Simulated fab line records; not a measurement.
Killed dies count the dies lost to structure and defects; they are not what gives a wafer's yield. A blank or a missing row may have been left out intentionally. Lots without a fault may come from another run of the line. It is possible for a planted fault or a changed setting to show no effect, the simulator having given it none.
fab line records	flow sky130	part 1 of 2: steps 1 to 42 of 43
record lots=6	wafers=18	last_day=50
route steps=708 shown VIA3@581 METAL4@598 CAP2M@603 PAD_OPEN@708
lots untouched by any fault: they come from a run of this same line in which no faults occurred
start_h: the number of hours between the record's first day and the start of the first shown wafer of the lot	wait_h: hours since the lot's step before	" repeats the value in the row above	L1.1+2: one row covering several wafers at once	- value missing, or start not given	* or withheld: withheld	< > ~ a bound
route shown NAME@n: a module of which the file shows steps, and the number in the route of the first	usual: the fault-free wafers' mean and standard deviation	same: alike in all rows	chamber/n: place in a boat	sites: readings site by site	_std_site: their standard deviation	_edge_site: outer sites' mean less inner sites'	radius_mm: how far each site lies from the wafer's centre	mask NAME#n: copy n	behind: the last tool/chamber to shape the wafer	hold: cause of the lot's hold/its duration in hours/its outcome	device: transistor that didn't switch, given as n, p or np	end of line: tests run on the same wafers once the route is complete	step lacking rows: just its recipe	killed: at the first sort, the dies lost to defects and structure; wafer yield is something else	map: a wafer's dies, x killed, . not, _ none there
set.NAME: setting as actually run; set.NAME@STEP: the setting as run at that earlier step	model.NAME: the simulator's own value behind a step, which no gauge read
lots at some steps of the route; a table a step, a row a wafer
services: a tool's chamber out of use, with start hour (start_h, from the record's first day; less than 0 if before it), hours out, and reason
## steps
# step SKY_VIA3_SOFTBAKE_08
# recipe temp_c=100	time_s=90	resist=KrF-thick
# step SKY_VIA3_EXPOSE_09
# recipe mask_id=VIM3	na=0.8	source_shape=annular	sigma_inner=0.55	sigma_outer=0.85	target_cd_nm=200	dose_mj=38
# step SKY_VIA3_PEB_10
# recipe peb_temp_c=withheld	peb_time_s=withheld	resist=KrF-thick
# step SKY_VIA3_DEVELOP_11
# recipe develop_time_s=60	resist=KrF-thick	dev_temp_c=21
# step SKY_VIA3_CD_MEAS_12
# recipe target_cd_nm=200
# usual cd_nm=200.2/1.2
lot.wafer	tool	chamber	start_h	wait_h	cd_nm
L646.2	cd_sem-01	-	934.49	-	199.3
L646.3	"	-	"	"	199.0
L646.5	"	-	"	"	198.5
L649.2	cd_sem-01	-	965.54	-	200.3
L649.3	"	-	"	"	200.4
L649.6	"	-	"	"	199.4
L655.2	cd_sem-01	-	1007.71	-	199.2
L655.3	"	-	"	"	199.4
L655.5	"	-	"	"	197.9
L658.1	cd_sem-02	-	1021.54	-	199.1
L658.3	"	-	"	"	200.8
L658.5	"	-	"	"	199.9
L663.1	cd_sem-02	-	1060.82	-	199.5
L663.2	"	-	"	"	198.7
L663.4	"	-	"	"	200.4
L668.3	cd_sem-01	-	1084.74	-	200.4
L668.5	"	-	"	"	199.6
L668.6	"	-	"	"	199.5
# step SKY_VIA3_OVL_MEAS_13
# usual VIA3_OVL=4/6
lot.wafer	tool	chamber	start_h	wait_h	VIA3_OVL[nm]
L646.2	overlay-01	-	934.59	0.1	7
L646.3	"	-	"	"	4
L646.5	"	-	"	"	3
L649.2	overlay-01	-	965.64	0.1	12
L649.3	"	-	"	"	0
L649.6	"	-	"	"	9
L655.2	overlay-02	-	1007.82	0.1	3
L655.3	"	-	"	"	-4
L655.5	"	-	"	"	-4
L658.1	overlay-02	-	1021.66	0.1	4
L658.3	"	-	"	"	5
L658.5	"	-	"	"	6
L663.1	overlay-01	-	1060.94	0.1	-1
L663.2	"	-	"	"	7
L663.4	"	-	"	"	2
L668.3	overlay-02	-	1084.83	0.1	-1
L668.5	"	-	"	"	3
L668.6	"	-	"	"	5
# step SKY_VIA3_ETCH_14
# recipe chemistry=N2/H2	target=BARC	ion_energy_ev=200	source_w=500	bias_w=100	pressure_mtorr=30	n2_flow_sccm=100	h2_flow_sccm=200	stop_on=SiO2	time_s=45.9	target_depth_a=600
# usual drypump_motor_current_A=5.5/0.43	oes_product_au=0.855/0.0045	throttle_valve_pct=13.225/0.0087
lot.wafer	tool	chamber	start_h	wait_h	drypump_motor_current_A	oes_product_au	rf_hours_counter_h	throttle_valve_pct
L646.2	rie_diel-04	3	934.62	0.0	5.8	0.854	13	13.233
L646.3	"	2	"	"	6.1	0.854	11	13.219
L646.5	"	0	"	"	5.6	0.859	-	13.225
L649.2	rie_diel-02	2	965.67	0.0	5.2	0.860	21	13.220
L649.3	"	0	"	"	5.0	0.861	10	13.232
L649.6	"	2	"	"	5.2	0.850	-	13.232
L655.2	rie_diel-02	0	1007.85	0.0	5.0	0.853	11	13.222
L655.3	"	3	"	"	6.0	0.851	30	13.232
L655.5	"	0	"	"	5.0	0.858	-	13.216
L658.1	rie_diel-04	2	1021.70	0.0	6.1	0.846	14	13.229
L658.3	"	0	"	"	5.6	0.850	21	13.245
L658.5	"	2	"	"	6.1	0.852	-	13.228
L663.1	rie_diel-01	0	1060.98	0.0	5.1	0.856	3	13.239
L663.2	"	1	"	"	5.0	0.852	6	13.217
L663.4	"	3	"	"	5.7	0.854	13	13.213
L668.3	rie_diel-04	0	1084.86	0.0	5.6	0.855	23	13.230
L668.5	"	1	"	"	6.2	0.860	-	13.219
L668.6	"	2	"	"	6.1	0.854	-	13.230
# step SKY_VIA3_ETCH_15
# recipe target=SiO2	chemistry=C4F8/O2/Ar	target_depth_nm=507	stop_on=TiN	mask_material=KrF-thick	source_w=1500	bias_w=1200	pressure_mtorr=40	c4f8_flow_sccm=withheld	O2_flow_sccm=6	Ar_flow_sccm=300	time_s=78
# step SKY_VIA3_STRIP_16
# recipe chemistry=O2/N2	power_w=1400	pressure_mtorr=1500	platen_temp_c=withheld	o2_flow_sccm=3000	n2_flow_sccm=300	overash_fraction=0.5
# step SKY_VIA3_STRIP_17
# recipe chemistry=post_etch_residue_remover	time_s=1200	temp_c=72.5
# step SKY_VIA3_CLEAN_18
# recipe chemistry=IPA	time_s=180	temp_c=25
# step SKY_VIA3_CLEAN_19
# recipe chemistry=O3/DIW	dry=n2_spin
# step SKY_VIA3_SPUTTER_20
# recipe material=TiN	target_thk_nm=20	chamber_pressure_pa=5	power_w=4000	time_s=80
# usual chamber_pressure_pa=5.000/0.011	throttle_valve_pct=30.1/1.2
lot.wafer	tool	chamber	start_h	wait_h	chamber_pressure_pa	throttle_valve_pct
L646.2	pvd_sputter-04	-	935.36	0.0	4.989	27.3
L646.3	"	-	"	"	5.012	29.4
L646.5	"	-	"	"	4.992	27.1
L649.2	pvd_sputter-01	-	966.46	0.0	4.998	30.1
L649.3	"	-	"	"	5.001	30.8
L649.6	"	-	"	"	4.998	31.0
L655.2	pvd_sputter-01	-	1009.06	0.0	4.994	31.0
L655.3	"	-	"	"	5.001	30.8
L655.5	"	-	"	"	4.986	31.1
L658.1	pvd_sputter-01	-	1022.39	0.0	5.003	31.3
L658.3	"	-	"	"	4.978	30.3
L658.5	"	-	"	"	5.002	29.8
L663.1	pvd_sputter-03	-	1061.67	0.0	4.994	29.8
L663.2	"	-	"	"	4.991	30.2
L663.4	"	-	"	"	4.998	31.0
L668.3	pvd_sputter-04	-	1085.55	0.0	4.995	28.8
L668.5	"	-	"	"	4.996	28.7
L668.6	"	-	"	"	5.004	32.2
# step SKY_VIA3_CVD_21
# recipe material=W	target_thk_nm=390	time_s=117.31	temp_c=400	pressure_torr=40
# step SKY_VIA3_RS_MEAS_22
# recipe thk_meas_gauge=four-point-probe	reads=W_of_VIA3_CVD_21+TiN_of_VIA3_SPUTTER_20
# usual VIA3_W_RS=0.292/0.0047
lot.wafer	tool	chamber	start_h	wait_h	VIA3_W_RS[ohm/sq]
L646.2	film_metro-02	-	935.57	0.1	0.285
L646.3	"	-	"	"	0.286
L646.5	"	-	"	"	0.284
L649.2	film_metro-01	-	966.67	0.1	0.302
L649.3	"	-	"	"	0.287
L649.6	"	-	"	"	0.289
L655.2	film_metro-01	-	1009.26	0.1	0.294
L655.3	"	-	"	"	0.295
L655.5	"	-	"	"	0.285
L658.1	film_metro-02	-	1022.58	0.1	0.294
L658.3	"	-	"	"	0.296
L658.5	"	-	"	"	0.293
L663.1	film_metro-03	-	1061.86	0.1	0.284
L663.2	"	-	"	"	0.292
L663.4	"	-	"	"	0.293
L668.3	film_metro-01	-	1085.78	0.1	0.294
L668.5	"	-	"	"	0.293
L668.6	"	-	"	"	0.295
# step SKY_VIA3_THK_MEAS_23
# recipe thk_meas_gauge=xrf	reads=W_of_VIA3_CVD_21
# usual VIA3_W_THK=401/7.5
lot.wafer	tool	chamber	start_h	wait_h	VIA3_W_THK[nm]
L646.2	film_metro-02	-	935.68	0.1	411
L646.3	"	-	"	"	410
L646.5	"	-	"	"	413
L649.2	film_metro-01	-	966.78	0.1	383
L649.3	"	-	"	"	402
L649.6	"	-	"	"	400
L655.2	film_metro-01	-	1009.37	0.1	397
L655.3	"	-	"	"	393
L655.5	"	-	"	"	408
L658.1	film_metro-02	-	1022.70	0.1	402
L658.3	"	-	"	"	400
L658.5	"	-	"	"	406
L663.1	film_metro-03	-	1061.98	0.1	415
L663.2	"	-	"	"	406
L663.4	"	-	"	"	404
L668.3	film_metro-01	-	1085.88	0.1	404
L668.5	"	-	"	"	404
L668.6	"	-	"	"	402
# step SKY_VIA3_CMP_24
# recipe stop_on=SiO2	t_overpolish_s=20	down_force_psi=3.5	platen_rpm=60	target_thk_nm=0	pad_velocity_m_s=0.94248
# usual motor_current_A=11.1/0.64	overpolish_run_s=20.002/0.0095	retaining_ring_pressure_frac=1.001/0.0049	time_to_endpoint_s=97/4.5
lot.wafer	tool	chamber	start_h	wait_h	motor_current_A	overpolish_run_s	retaining_ring_pressure_frac	time_to_endpoint_s
L646.2	cmp-01	2	935.73	0.0	11.4	20.019	1.007	102
L646.3	"	1	"	"	10.9	20.002	0.990	107
L646.5	"	3	"	"	11.8	20.000	0.996	100
L649.3	cmp-01	2	966.93	0.1	11.3	20.005	1.009	101
L649.2	"	3	"	"	11.4	20.002	1.001	92
L649.6	"	1	"	"	11.0	20.000	0.999	104
L655.3	cmp-02	3	1009.47	0.1	11.9	19.998	1.002	90
L655.2	"	1	"	"	11.6	20.005	1.004	94
L655.5	"	2	"	"	11.1	20.002	1.004	93
L658.1	cmp-02	2	1022.86	0.1	11.5	19.999	1.000	89
L658.3	"	3	"	"	12.1	20.026	0.999	89
L658.5	"	0	"	"	10.7	20.000	0.999	96
L663.1	cmp-01	3	1062.04	0.1	12.3	19.997	1.008	95
L663.2	"	0	"	"	10.5	19.996	0.995	103
L663.4	"	2	"	"	10.7	19.985	0.997	96
L668.3	cmp-01	3	1086.02	0.1	12.6	20.002	0.996	100
L668.5	"	1	"	"	11.2	20.002	1.006	106
L668.6	"	2	"	"	10.9	20.007	1.002	102
# step SKY_METAL4_SPUTTER_00
# recipe material=Ti	target_thk_nm=15	power_w=3000	time_s=10	chamber_pressure_pa=0.4
# usual chamber_pressure_pa=0.4000/0.00088	throttle_valve_pct=30.2/1.3
lot.wafer	tool	chamber	start_h	wait_h	chamber_pressure_pa	throttle_valve_pct
L646.2	pvd_sputter-03	-	936.03	0.2	0.4005	29.3
L646.3	"	-	"	"	0.3980	30.0
L646.5	"	-	"	"	0.3987	29.8
L649.2	pvd_sputter-02	-	967.13	0.1	0.4001	29.1
L649.3	"	-	"	"	0.3998	31.5
L649.6	"	-	"	"	0.4013	31.6
L655.2	pvd_sputter-02	-	1009.72	0.1	0.4004	29.2
L655.3	"	-	"	"	0.3995	31.6
L655.5	"	-	"	"	0.3998	31.5
L658.1	pvd_sputter-02	-	1023.06	0.1	0.4010	31.2
L658.3	"	-	"	"	0.3988	30.5
L658.5	"	-	"	"	0.4002	30.5
L663.1	pvd_sputter-04	-	1062.34	0.2	0.3972	28.6
L663.2	"	-	"	"	0.3996	32.6
L663.4	"	-	"	"	0.4002	27.3
L668.3	pvd_sputter-03	-	1086.22	0.1	0.3991	29.8
L668.5	"	-	"	"	0.3987	31.1
L668.6	"	-	"	"	0.3997	30.3
# step SKY_METAL4_SPUTTER_01
# recipe material=TiN	target_thk_nm=20	power_w=6500	time_s=16.7	chamber_pressure_pa=0.4
# step SKY_METAL4_SPUTTER_02
# recipe material=AlCu	target_thk_nm=735	power_w=10600	time_s=39.1	chamber_pressure_pa=0.4
# step SKY_METAL4_SPUTTER_03
# recipe material=Ti	target_thk_nm=5	power_w=3000	time_s=3.3	chamber_pressure_pa=0.4
# step SKY_METAL4_SPUTTER_04
# recipe material=TiN	target_thk_nm=70	power_w=6500	time_s=58.3	chamber_pressure_pa=0.4
# usual chamber_pressure_pa=0.4000/0.00085	throttle_valve_pct=30.2/1.3
lot.wafer	tool	chamber	start_h	wait_h	chamber_pressure_pa	throttle_valve_pct
L646.2	pvd_sputter-03	-	936.13	0.0	0.4003	29.8
L646.3	"	-	"	"	0.3997	29.8
L646.5	"	-	"	"	0.4004	29.9
L649.2	pvd_sputter-02	-	967.23	0.0	0.3996	29.2
L649.3	"	-	"	"	0.3991	31.4
L649.6	"	-	"	"	0.3985	31.3
L655.2	pvd_sputter-02	-	1009.84	0.0	0.4004	29.1
L655.3	"	-	"	"	0.4003	31.5
L655.5	"	-	"	"	0.4007	31.4
L658.1	pvd_sputter-02	-	1023.18	0.0	0.4011	31.4
L658.3	"	-	"	"	0.4002	30.5
L658.5	"	-	"	"	0.3999	30.4
L663.1	pvd_sputter-04	-	1062.44	0.0	0.4005	28.8
L663.2	"	-	"	"	0.4003	32.3
L663.4	"	-	"	"	0.3989	27.2
L668.3	pvd_sputter-03	-	1086.32	0.0	0.4016	30.0
L668.5	"	-	"	"	0.3993	31.1
L668.6	"	-	"	"	0.4004	30.5
# step SKY_CAP2M_CVD_00
# recipe material=SiO2	target_thk_nm=15.5	temp_c=400	time_s=withheld	rf_w=450
# usual heater_power_w=732/98
lot.wafer	tool	chamber	start_h	wait_h	heater_power_w
L646.2	pecvd-04	0	936.18	0.0	690
L646.3	"	1	"	"	523
L646.5	"	2	"	"	718
L649.2	pecvd-02	2	967.28	0.0	649
L649.3	"	1	"	"	774
L649.6	"	0	"	"	671
L655.2	pecvd-01	2	1009.89	0.0	671
L655.3	"	0	"	"	845
L655.5	"	0	"	"	859
L658.1	pecvd-02	2	1023.23	0.0	676
L658.3	"	1	"	"	749
L658.5	"	1	"	"	725
L663.1	pecvd-04	2	1062.49	0.0	759
L663.2	"	0	"	"	753
L663.4	"	1	"	"	570
L668.3	pecvd-01	1	1086.37	0.0	811
L668.5	"	1	"	"	825
L668.6	"	0	"	"	905
# step SKY_CAP2M_THK_MEAS_01
# recipe reads=SiO2_of_CAP2M_CVD_00
# usual CAP2M_CVD_00_THK=15.49/0.22
lot.wafer	tool	chamber	start_h	wait_h	CAP2M_CVD_00_THK[nm]
L646.2	film_metro-04	-	936.21	-	15.35
L646.3	"	-	"	"	15.33
L646.5	"	-	"	"	15.68
L649.2	film_metro-04	-	967.31	-	15.55
L649.3	"	-	"	"	15.19
L649.6	"	-	"	"	15.35
L655.2	film_metro-01	-	1009.92	-	15.42
L655.3	"	-	"	"	15.45
L655.5	"	-	"	"	15.73
L658.1	film_metro-04	-	1023.25	-	15.48
L658.3	"	-	"	"	15.07
L658.5	"	-	"	"	15.31
L663.1	film_metro-01	-	1062.51	-	15.48
L663.2	"	-	"	"	15.40
L663.4	"	-	"	"	15.54
L668.3	film_metro-04	-	1086.41	-	15.43
L668.5	"	-	"	"	15.77
L668.6	"	-	"	"	15.76
# step SKY_CAP2M_SPUTTER_02
# recipe material=TiN	target_thk_nm=200	temp_c=300	power_w=6500	time_s=166.7	chamber_pressure_pa=0.4
# step SKY_CAP2M_RS_MEAS_03
# recipe thk_meas_gauge=four-point-probe	reads=TiN_of_CAP2M_SPUTTER_02
# usual CAP2M_TIN_RS=6.95/0.081
lot.wafer	tool	chamber	start_h	wait_h	CAP2M_TIN_RS[ohm/sq]
L646.2	film_metro-04	-	936.39	0.1	6.94
L646.3	"	-	"	"	7.04
L646.5	"	-	"	"	6.98
L649.2	film_metro-02	-	967.49	0.1	6.90
L649.3	"	-	"	"	6.83
L649.6	"	-	"	"	6.85
L655.2	film_metro-04	-	1010.12	0.1	7.03
L655.3	"	-	"	"	7.03
L655.5	"	-	"	"	7.06
L658.1	film_metro-02	-	1023.42	0.1	6.93
L658.3	"	-	"	"	6.96
L658.5	"	-	"	"	6.87
L663.1	film_metro-04	-	1062.68	0.1	6.90
L663.2	"	-	"	"	6.86
L663.4	"	-	"	"	6.97
L668.3	film_metro-01	-	1086.60	0.1	6.91
L668.5	"	-	"	"	6.90
L668.6	"	-	"	"	6.81
# step SKY_CAP2M_THK_MEAS_04
# recipe thk_meas_gauge=xrf	reads=TiN_of_CAP2M_SPUTTER_02
# usual CAP2M_TIN_THK=197.3/2.4
lot.wafer	tool	chamber	start_h	wait_h	CAP2M_TIN_THK[nm]
L646.2	film_metro-04	-	936.50	0.1	197.9
L646.3	"	-	"	"	195.8
L646.5	"	-	"	"	198.2
L649.2	film_metro-02	-	967.60	0.1	196.4
L649.3	"	-	"	"	198.5
L649.6	"	-	"	"	199.1
L655.2	film_metro-04	-	1010.23	0.1	195.3
L655.3	"	-	"	"	195.9
L655.5	"	-	"	"	195.4
L658.1	film_metro-02	-	1023.54	0.1	195.3
L658.3	"	-	"	"	194.3
L658.5	"	-	"	"	197.5
L663.1	film_metro-04	-	1062.80	0.1	199.4
L663.2	"	-	"	"	201.1
L663.4	"	-	"	"	197.7
L668.3	film_metro-01	-	1086.70	0.1	197.4
L668.5	"	-	"	"	197.6
L668.6	"	-	"	"	200.2
# step SKY_CAP2M_DEHYDRATE_05
# recipe temp_c=200	time_s=60
# step SKY_CAP2M_HMDS_06
# recipe prime_time_s=60	prime_temp_c=120
# step SKY_CAP2M_COAT_07
# recipe resist=NOVOLAK	spin_rpm=3000	resist_thk_nm=1140
# step SKY_CAP2M_SOFTBAKE_08
# recipe temp_c=90	time_s=60	resist=NOVOLAK
# step SKY_CAP2M_EXPOSE_09
# recipe mask_id=CAP2M	na=0.6	source_shape=conventional	sigma_outer=0.6	polarization=unpolarized	target_cd_nm=1000	dose_mj=159
# step SKY_CAP2M_PEB_10
# recipe temp_c=withheld	time_s=*	resist=NOVOLAK
# step SKY_CAP2M_DEVELOP_11
# recipe resist=NOVOLAK	developer=TMAH	develop_time_s=60	dev_temp_c=23
# step SKY_CAP2M_OVL_MEAS_12
# usual CAP2M_OVL=-0.3/1.4
lot.wafer	tool	chamber	start_h	wait_h	CAP2M_OVL[nm]
L646.2	overlay-02	-	961.00	0.1	-0.5
L646.3	"	-	"	"	-1.5
L646.5	"	-	"	"	-1.9
L649.2	overlay-02	-	992.16	0.1	-2.2
L649.3	"	-	"	"	-1.6
L649.6	"	-	"	"	-0.2
L655.2	overlay-02	-	1032.09	0.1	-0.5
L655.3	"	-	"	"	1.1
L655.5	"	-	"	"	0.4
L658.1	overlay-02	-	1045.20	0.1	-1.7
L658.3	"	-	"	"	-1.8
L658.5	"	-	"	"	-1.2
L663.1	overlay-02	-	1083.99	0.1	-2.7
L663.2	"	-	"	"	-1.5
L663.4	"	-	"	"	-1.7
L668.3	overlay-01	-	1107.16	0.1	2.7
L668.5	"	-	"	"	-1.2
L668.6	"	-	"	"	1.0
# step SKY_CAP2M_METAL_ETCH_13
# recipe target_depth_nm=220	stop_on=SiO2	chemistry=Cl2/BCl3	target=TiN	pressure_mtorr=10	icp_w=900	bias_w=48.5	Cl2_flow_sccm=60	bcl3_flow_sccm=30	time_s=62.9
# step SKY_CAP2M_STRIP_14
# recipe chemistry=O2/N2	power_w=1400	pressure_mtorr=1500	platen_temp_c=withheld	o2_flow_sccm=3000	n2_flow_sccm=300	overash_fraction=0.5
# step SKY_CAP2M_STRIP_15
# recipe chemistry=post_etch_residue_remover	time_s=1200	temp_c=72.5
# step SKY_CAP2M_CLEAN_16
# recipe chemistry=IPA	time_s=180	temp_c=25
# step SKY_CAP2M_CLEAN_17
# recipe chemistry=O3/DIW	dry=n2_spin
# step SKY_METAL4_DEHYDRATE_05
# recipe temp_c=200	time_s=60
# step SKY_METAL4_HMDS_06
# recipe prime_time_s=60	prime_temp_c=120
